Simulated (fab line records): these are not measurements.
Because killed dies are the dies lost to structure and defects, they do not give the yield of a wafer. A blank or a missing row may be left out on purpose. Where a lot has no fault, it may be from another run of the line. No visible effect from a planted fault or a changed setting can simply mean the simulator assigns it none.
Which of the tools did it? | flow gf180mcu | 6 lots with 18 wafers sampled at 3 steps, on a route of 602 steps

## WHAT THE GAUGES READ, wafer by wafer
GF_TOP_METAL_THK_MEAS_06: measures by xrf.
lot  | measured     | on            | TOP_METAL_ALCU_THK (nm)
L118 | day 28 06:56 | film metro-01 | 918 926 916
L123 | day 29 22:38 | film metro-03 | 921 918 915
L131 | day 32 05:28 | film metro-03 | 923 917 925
L133 | day 32 13:27 | film metro-03 | 932 922 929
L136 | day 33 04:06 | film metro-01 | 908 906 907
L138 | day 33 13:52 | film metro-04 | 915 917 908

## WHAT TOOL EACH LOT RAN ON (gives the tool, then ch and the chambers of the sampled wafers, and finally the start)
lot  | GF_V4_CMP_26                  | GF_V5_SPUTTER_21
L118 | cmp-02 ch 1,2,3, day 25 13:21 | pvd sputter-04, day 28 05:53
L123 | cmp-02 ch 0,3, day 27 07:46   | pvd sputter-03, day 29 21:34
L131 | cmp-01 ch 1,2,3, day 29 15:51 | pvd sputter-04, day 32 00:40
L133 | cmp-02 ch 0,1, day 30 06:43   | pvd sputter-04, day 32 12:24
L136 | cmp-01 ch 0,2,3, day 30 22:25 | pvd sputter-03, day 33 03:03
L138 | cmp-01 ch 1,2,3, day 31 09:23 | pvd sputter-03, day 33 12:49
- GF_V4_CMP_26: polishes, stops on SiO2, t overpolish 15 s, target thk 0 nm.
- GF_V5_SPUTTER_21: material Ti, target thk 15 nm, time 80.02 s.

## THE ANSWER, worked out from the rows above alone
Rule: the usual values come from the lots themselves. The widest of any qualifying gaps counts: lots, ordered by their means at a reading, are off when they make up no more than a third of the lots, leave a main group of 4 or more, and stand apart from it by 3 or more times the standard deviation of that group's means. If all means in a main group match to the digits the tables above print for the reading, that group is not used. A lot without any number at a reading at which 4 lots or more have one is off too. All remaining lots with rows at the step are treated as sound.
No lot is off at any reading shown: from this, nothing can be told.

## WHAT WAS PUT IN BY THE SIMULATOR
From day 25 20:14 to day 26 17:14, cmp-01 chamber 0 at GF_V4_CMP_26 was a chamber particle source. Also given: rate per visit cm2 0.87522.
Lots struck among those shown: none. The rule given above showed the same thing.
